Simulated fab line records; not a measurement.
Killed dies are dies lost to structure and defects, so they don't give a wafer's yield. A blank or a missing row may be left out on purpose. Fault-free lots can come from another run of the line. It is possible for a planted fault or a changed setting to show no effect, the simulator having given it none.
fab line records -- flow sky130
[record] lots = 15, wafers = 45, last_day = 50
route steps=708 shown METAL4@634 METAL5@672 PASSIVATION@683
lots that met no fault: taken from a fault-free run of the same line
start_h: start of the lot's first displayed wafer, in hours after the record's first day -- wait_h: hours from the lot's prior step to this one -- " unchanged from the row above -- L1.1+2: one row covering several wafers at once -- - either no value or no given start -- * or withheld: withheld -- < > ~ a bound
route shown NAME@n: names a module that has steps shown in the file, with the first one's number in the route -- usual: the fault-free wafers' mean and standard deviation -- same: alike in all rows -- chamber/n: place in a boat -- sites: readings site by site -- _std_site: the standard deviation of these -- _edge_site: outer sites' mean less inner sites' -- radius_mm: for every site, how far away it sits from the centre of the wafer -- mask NAME#n: copy n -- behind: the tool/chamber that last shaped the wafer -- hold: reason for holding the lot/hours on hold/outcome of the hold -- device: the n, p or np transistor that did not switch -- end of line: the tests these same wafers got at the end of their route -- step lacking rows: just its recipe -- killed: the dies lost at the first sort to structure and to defects; this is not the yield of the wafer -- map: a wafer's dies, x killed, . not, _ none there
set.NAME: setting as actually run; set.NAME@STEP: the setting as run at that earlier step -- model.NAME: the simulator's own value behind a step, which no gauge read
steps of the route over a sample of lots; a table a step, a row a wafer
services: the hour from which a tool's chamber was out of use, counted from the record's first day as start_h (under 0 if before that day), plus the number of hours and why
[[steps]]
[step SKY_METAL4_METAL_ETCH_18]
[recipe] target_depth_a = 8450, stop_on = SiO2, over_etch_frac = 0.3, time_s = 183.1, chemistry = Cl2/BCl3, resist_sidewall_deg = 88, pressure_mtorr = 10, icp_w = 900, bias_w = 48.5, Cl2_flow_sccm = 60, bcl3_flow_sccm = 30
[usual] chamber_pressure_mTorr = 9.999/0.0092, drypump_motor_current_A = 6.0/0.35, mfc_cl2_sccm = 59.99/0.16, oes_product_au = 0.864/0.0057, throttle_valve_pct = 22.263/0.0098
lot.wafer,tool,chamber,start_h,wait_h,chamber_pressure_mTorr,drypump_motor_current_A,mfc_cl2_sccm,oes_product_au,rf_hours_counter_h,throttle_valve_pct
L901.2,rie_metal-04,1,986.11,0.0,10.005,5.7,60.00,0.876,8,22.259
L901.4,rie_metal-04,1,986.11,0.0,9.984,5.7,59.64,0.869,-,22.254
L901.5,rie_metal-04,0,986.11,0.0,9.993,6.3,60.09,0.866,-,22.276
L902.3,rie_metal-02,1,990.77,0.1,10.018,6.2,60.03,0.868,-,22.260
L902.5,rie_metal-02,0,990.77,0.1,10.010,5.6,60.29,0.858,-,22.269
L902.6,rie_metal-02,1,990.77,0.1,9.985,6.1,59.95,0.867,-,22.262
L903.1,rie_metal-04,1,997.75,0.0,9.985,5.7,60.25,0.861,9,22.263
L903.4,rie_metal-04,0,997.75,0.0,10.000,6.3,60.20,0.856,-,22.269
L903.6,rie_metal-04,0,997.75,0.0,9.999,6.3,60.08,0.863,-,22.254
L904.1,rie_metal-02,0,1012.50,0.0,9.998,5.5,59.98,0.873,14,22.260
L904.3,rie_metal-02,1,1012.50,0.0,10.004,6.2,60.30,0.873,-,22.262
L904.4,rie_metal-02,0,1012.50,0.0,10.012,5.6,60.00,0.868,-,22.282
L905.1,rie_metal-02,1,1016.65,0.0,9.997,6.1,60.05,0.871,13,22.271
L905.5,rie_metal-02,0,1016.65,0.0,9.986,5.5,59.73,0.870,-,22.274
L905.6,rie_metal-02,1,1016.65,0.0,9.994,6.1,59.86,0.870,-,22.257
L907.2,rie_metal-01,1,1030.66,0.0,9.993,6.6,60.05,0.854,13,22.287
L907.4,rie_metal-01,0,1030.66,0.0,9.990,6.1,59.88,0.860,-,22.252
L907.5,rie_metal-01,1,1030.66,0.0,10.005,6.6,60.17,0.863,-,22.255
L909.3,rie_metal-04,0,1038.21,0.1,9.997,6.4,59.78,0.861,-,22.262
L909.5,rie_metal-04,1,1038.21,0.1,9.996,5.7,60.05,0.861,-,22.278
L909.6,rie_metal-04,0,1038.21,0.1,10.007,6.3,60.04,0.867,-,22.270
L911.1,rie_metal-01,0,1052.75,0.0,9.994,6.1,59.45,0.864,6,22.277
L911.5,rie_metal-01,1,1052.75,0.0,10.001,6.6,59.65,0.863,-,22.247
L911.6,rie_metal-01,0,1052.75,0.0,10.001,6.1,59.86,0.872,-,22.270
L912.1,rie_metal-04,1,1062.45,0.0,10.005,5.7,59.88,0.860,13,22.263
L912.4,rie_metal-04,1,1062.45,0.0,9.994,5.7,59.87,0.855,-,22.254
L912.5,rie_metal-04,1,1062.45,0.0,9.994,5.7,59.90,0.861,-,22.248
L917.1,rie_metal-02,1,1094.21,0.0,9.994,6.1,60.01,0.864,18,22.258
L917.2,rie_metal-02,0,1094.21,0.0,9.992,5.6,59.97,0.872,19,22.263
L917.4,rie_metal-02,0,1094.21,0.0,10.012,5.6,59.88,0.867,-,22.281
L918.2,rie_metal-02,1,1102.35,0.0,9.992,6.1,59.77,0.854,18,22.246
L918.4,rie_metal-02,1,1102.35,0.0,9.998,6.1,59.86,0.870,-,22.256
L918.6,rie_metal-02,0,1102.35,0.0,9.998,5.6,60.13,0.861,-,22.255
L919.1,rie_metal-02,0,1105.75,0.0,10.011,5.6,60.37,0.869,20,22.257
L919.2,rie_metal-02,1,1105.75,0.0,9.991,6.2,60.10,0.863,18,22.257
L919.6,rie_metal-02,1,1105.75,0.0,10.006,6.2,59.97,0.868,-,22.266
L920.1,rie_metal-04,1,1107.91,0.0,9.994,5.7,60.09,0.862,17,22.263
L920.3,rie_metal-04,0,1107.91,0.0,9.992,6.3,60.19,0.864,-,22.256
L920.6,rie_metal-04,0,1107.91,0.0,9.983,6.3,60.20,0.856,-,22.263
L922.1,rie_metal-02,1,1112.35,0.0,10.001,6.2,59.93,0.858,19,22.249
L922.2,rie_metal-02,0,1112.35,0.0,10.003,5.6,60.01,0.849,21,22.261
L922.3,rie_metal-02,0,1112.35,0.0,9.997,5.5,59.95,0.859,-,22.267
L923.2,rie_metal-02,1,1115.46,0.0,9.990,6.1,59.86,0.858,20,22.254
L923.5,rie_metal-02,1,1115.46,0.0,9.995,6.1,60.08,0.868,-,22.277
L923.6,rie_metal-02,0,1115.46,0.0,9.990,5.6,60.04,0.862,-,22.267
[step SKY_METAL5_EXPOSE_11]
[recipe] mask_id = MM5, na = 0.6, source_shape = conventional, sigma_outer = 0.6, polarization = unpolarized, target_cd_nm = 1600, dose_mj = 190
[usual] exposure_dose_mJ_cm2 = 190.06/0.18, focus_offset_nm = 0.0/0.54, stage_vel_mm_s = 499.99/0.23
lot.wafer,tool,chamber,start_h,wait_h,mask,exposure_dose_mJ_cm2,focus_offset_nm,stage_vel_mm_s
L901.2,iline_stepper-02,0,1024.22,-,MM5#0,190.11,0.6,500.15
L901.4,iline_stepper-02,0,1024.22,-,MM5#0,189.97,-0.1,499.93
L901.5,iline_stepper-02,0,1024.22,-,MM5#0,189.84,0.2,500.07
L902.3,iline_stepper-02,0,1028.27,-,MM5#0,190.35,-0.2,499.60
L902.5,iline_stepper-02,0,1028.27,-,MM5#0,190.56,0.1,500.10
L902.6,iline_stepper-02,0,1028.27,-,MM5#0,190.34,1.1,500.05
L903.1,iline_stepper-02,0,1035.88,-,MM5#0,190.21,0.3,499.97
L903.4,iline_stepper-02,0,1035.88,-,MM5#0,189.94,-0.1,499.86
L903.6,iline_stepper-02,0,1035.88,-,MM5#0,190.18,-0.1,499.90
L904.1,iline_stepper-02,0,1049.38,-,MM5#0,190.33,-0.3,500.02
L904.3,iline_stepper-02,0,1049.38,-,MM5#0,190.10,-0.6,499.92
L904.4,iline_stepper-02,0,1049.38,-,MM5#0,190.25,-0.1,500.02
L905.1,iline_stepper-01,0,1053.93,-,MM5#0,189.85,0.2,499.91
L905.5,iline_stepper-01,0,1053.93,-,MM5#0,190.30,0.4,500.00
L905.6,iline_stepper-01,0,1053.93,-,MM5#0,190.02,-0.2,500.37
L907.2,iline_stepper-02,0,1066.07,-,MM5#0,189.62,0.6,500.09
L907.4,iline_stepper-02,0,1066.07,-,MM5#0,190.00,0.9,500.30
L907.5,iline_stepper-02,0,1066.07,-,MM5#0,189.97,1.0,499.80
L909.3,iline_stepper-01,0,1072.72,-,MM5#0,190.47,0.0,499.93
L909.5,iline_stepper-01,0,1072.72,-,MM5#0,190.17,0.2,499.93
L909.6,iline_stepper-01,0,1072.72,-,MM5#0,190.14,0.3,499.95
L911.1,iline_stepper-02,0,1086.89,-,MM5#0,190.08,-0.3,499.84
L911.5,iline_stepper-02,0,1086.89,-,MM5#0,189.84,-0.2,499.75
L911.6,iline_stepper-02,0,1086.89,-,MM5#0,189.90,-0.3,499.80
L912.1,iline_stepper-01,0,1096.63,-,MM5#0,189.79,-1.0,500.20
L912.4,iline_stepper-01,0,1096.63,-,MM5#0,189.96,-0.3,500.01
L912.5,iline_stepper-01,0,1096.63,-,MM5#0,189.85,-0.5,500.35
L917.1,iline_stepper-02,-,1128.11,-,MM5#0,-,-,-
L917.2,iline_stepper-02,-,1128.11,-,MM5#0,-,-,-
L917.4,iline_stepper-02,-,1128.11,-,MM5#0,-,-,-
L918.2,iline_stepper-02,-,1135.12,-,MM5#0,-,-,-
L918.4,iline_stepper-02,-,1135.12,-,MM5#0,-,-,-
L918.6,iline_stepper-02,-,1135.12,-,MM5#0,-,-,-
L919.1,iline_stepper-01,-,1137.41,-,MM5#0,-,-,-
L919.2,iline_stepper-01,-,1137.41,-,MM5#0,-,-,-
L919.6,iline_stepper-01,-,1137.41,-,MM5#0,-,-,-
L920.1,iline_stepper-01,0,1139.45,-,MM5#0,189.72,-0.2,500.36
L920.3,iline_stepper-01,0,1139.45,-,MM5#0,190.00,-0.2,499.94
L920.6,iline_stepper-01,0,1139.45,-,MM5#0,190.13,0.2,500.08
L922.1,iline_stepper-01,0,1144.35,-,MM5#0,190.10,0.2,500.31
L922.2,iline_stepper-01,0,1144.35,-,MM5#0,190.27,-0.3,500.30
L922.3,iline_stepper-01,0,1144.35,-,MM5#0,190.13,-0.4,500.49
L923.2,iline_stepper-01,0,1147.31,-,MM5#0,190.13,-0.8,499.58
L923.5,iline_stepper-01,0,1147.31,-,MM5#0,190.24,-0.2,499.58
L923.6,iline_stepper-01,0,1147.31,-,MM5#0,190.35,-0.6,499.47
[step SKY_PASSIVATION_CVD_02]
[recipe] material = Si3N4, target_thk_nm = 540, temp_c = 400, time_s = withheld, rf_w = 450
[usual] heater_power_w = 751/91
lot.wafer,tool,chamber,start_h,wait_h,heater_power_w
L901.2,pecvd-03,2,1036.85,0.0,737
L901.4,pecvd-03,2,1036.85,0.0,762
L901.5,pecvd-03,1,1036.85,0.0,881
L902.3,pecvd-03,1,1040.98,0.0,834
L902.5,pecvd-03,0,1040.98,0.0,699
L902.6,pecvd-03,1,1040.98,0.0,844
L903.1,pecvd-01,2,1047.33,0.1,828
L903.4,pecvd-01,2,1047.33,0.1,845
L903.6,pecvd-01,0,1047.33,0.1,805
L904.1,pecvd-01,1,1061.53,0.1,659
L904.3,pecvd-01,2,1061.53,0.1,817
L904.4,pecvd-01,1,1061.53,0.1,684
L905.1,pecvd-01,2,1065.54,0.1,834
L905.5,pecvd-01,1,1065.54,0.1,681
L905.6,pecvd-01,0,1065.54,0.1,823
L907.2,pecvd-04,0,1076.91,0.0,781
L907.4,pecvd-04,2,1076.91,0.0,554
L907.5,pecvd-04,0,1076.91,0.0,695
L909.3,pecvd-01,2,1084.33,0.0,834
L909.5,pecvd-01,1,1084.33,0.0,679
L909.6,pecvd-01,0,1084.33,0.0,729
L911.1,pecvd-03,1,1097.79,0.1,886
L911.5,pecvd-03,2,1097.79,0.1,668
L911.6,pecvd-03,1,1097.79,0.1,927
L912.1,pecvd-01,2,1108.24,0.1,841
L912.4,pecvd-01,1,1108.24,0.1,624
L912.5,pecvd-01,2,1108.24,0.1,692
L920.1,pecvd-01,1,1149.42,0.1,618
L920.3,pecvd-01,2,1149.42,0.1,774
L920.6,pecvd-01,2,1149.42,0.1,812
L922.1,pecvd-01,1,1154.62,0.1,644
L922.2,pecvd-01,0,1154.62,0.1,853
L922.3,pecvd-01,2,1154.62,0.1,806
L923.2,pecvd-03,2,1156.89,0.0,811
L923.5,pecvd-03,0,1156.89,0.0,555
L923.6,pecvd-03,2,1156.89,0.0,648
[step SKY_PASSIVATION_THK_MEAS_03]
[recipe] reads = Si3N4_of_PASSIVATION_CVD_02
[usual] PASSIVATION_CVD_02_THK = 541/6.6
lot.wafer,tool,chamber,start_h,wait_h,PASSIVATION_CVD_02_THK[nm]
L901.2,film_metro-04,-,1037.08,-,540
L901.4,film_metro-04,-,1037.08,-,550
L901.5,film_metro-04,-,1037.08,-,546
L902.3,film_metro-02,-,1041.23,-,547
L902.5,film_metro-02,-,1041.23,-,554
L902.6,film_metro-02,-,1041.23,-,551
L903.1,film_metro-02,-,1047.56,-,539
L903.4,film_metro-02,-,1047.56,-,544
L903.6,film_metro-02,-,1047.56,-,539
L904.1,film_metro-03,-,1061.76,-,548
L904.3,film_metro-03,-,1061.76,-,539
L904.4,film_metro-03,-,1061.76,-,552
L905.1,film_metro-02,-,1065.76,-,539
L905.5,film_metro-02,-,1065.76,-,550
L905.6,film_metro-02,-,1065.76,-,545
L907.2,film_metro-04,-,1077.26,-,531
L907.4,film_metro-04,-,1077.26,-,539
L907.5,film_metro-04,-,1077.26,-,542
L909.3,film_metro-02,-,1084.57,-,534
L909.5,film_metro-02,-,1084.57,-,540
L909.6,film_metro-02,-,1084.57,-,538
L911.1,film_metro-04,-,1098.01,-,543
L911.5,film_metro-04,-,1098.01,-,547
L911.6,film_metro-04,-,1098.01,-,540
L912.1,film_metro-03,-,1108.47,-,540
L912.4,film_metro-03,-,1108.47,-,543
L912.5,film_metro-03,-,1108.47,-,546
L920.1,film_metro-03,-,1149.64,-,534
L920.3,film_metro-03,-,1149.64,-,538
L920.6,film_metro-03,-,1149.64,-,547
L922.1,film_metro-02,-,1154.84,-,542
L922.2,film_metro-02,-,1154.84,-,534
L922.3,film_metro-02,-,1154.84,-,540
L923.2,film_metro-02,-,1157.12,-,526
L923.5,film_metro-02,-,1157.12,-,541
L923.6,film_metro-02,-,1157.12,-,537
[[services]]
tool,chamber,start_h,hours,kind
iline_stepper-01,-,981.22,4.4,pm
pecvd-03,2,983.05,2.1,scheduled_down
pecvd-01,1,996.17,5.0,scheduled_down
iline_stepper-01,-,1004.15,5.6,repair
pecvd-01,-,1007.42,2.6,repair
pecvd-04,-,1023.57,1.4,repair
iline_stepper-02,-,1041.59,1.7,pm
pecvd-03,2,1052.36,10.5,repair
rie_metal-01,-,1055.53,2.4,repair
pecvd-03,-,1058.02,6.0,pm
pecvd-04,0,1065.14,2.1,scheduled_down
pecvd-04,1,1068.75,11.9,repair
pecvd-01,2,1094.09,2.1,scheduled_down
rie_metal-04,-,1094.69,0.5,repair
pecvd-04,2,1100.66,2.1,scheduled_down
pecvd-04,1,1108.14,2.1,scheduled_down
rie_metal-04,-,1111.92,4.0,pm
iline_stepper-01,0,1115.18,-,calibration
rie_metal-04,-,1124.09,1.4,pm
iline_stepper-02,0,1130.78,-,calibration
pecvd-01,1,1138.44,5.5,scheduled_down
iline_stepper-02,-,1138.80,11.9,repair
rie_metal-04,-,1140.92,0.3,repair
pecvd-04,1,1144.38,5.0,repair
[[key]]
[first_sign] step = SKY_METAL5_EXPOSE_11, reading = tool_record, direction = missing
effect none on later readings
met_at SKY_METAL5_EXPOSE_11
struck_lots L917,L918,L919
later_rows_left_out L917.1,L917.2,L917.4,L918.2,L918.4,L918.6,L919.1,L919.2,L919.6
sort_left_out L917.1,L917.2,L917.4,L918.2,L918.4,L918.6,L919.1,L919.2,L919.6
not_acting_at SKY_METAL4_METAL_ETCH_18,SKY_PASSIVATION_CVD_02,SKY_PASSIVATION_THK_MEAS_03
onset_between 1096.63 1128.11
[fault] kind = skipped_step_whole, tool = iline_stepper-01,iline_stepper-02, chamber = -, onset_h = 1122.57, steps = SKY_METAL5_EXPOSE_11, scope = struck_lots_only
// sort_left_out: the simulated sort isn't trusted on such a fault, so these wafers' sort isn't shown, and their yield isn't known
// later_rows_left_out: the simulator's readings of these wafers behind a module that went badly wrong aren't trusted and aren't shown, but for the sort
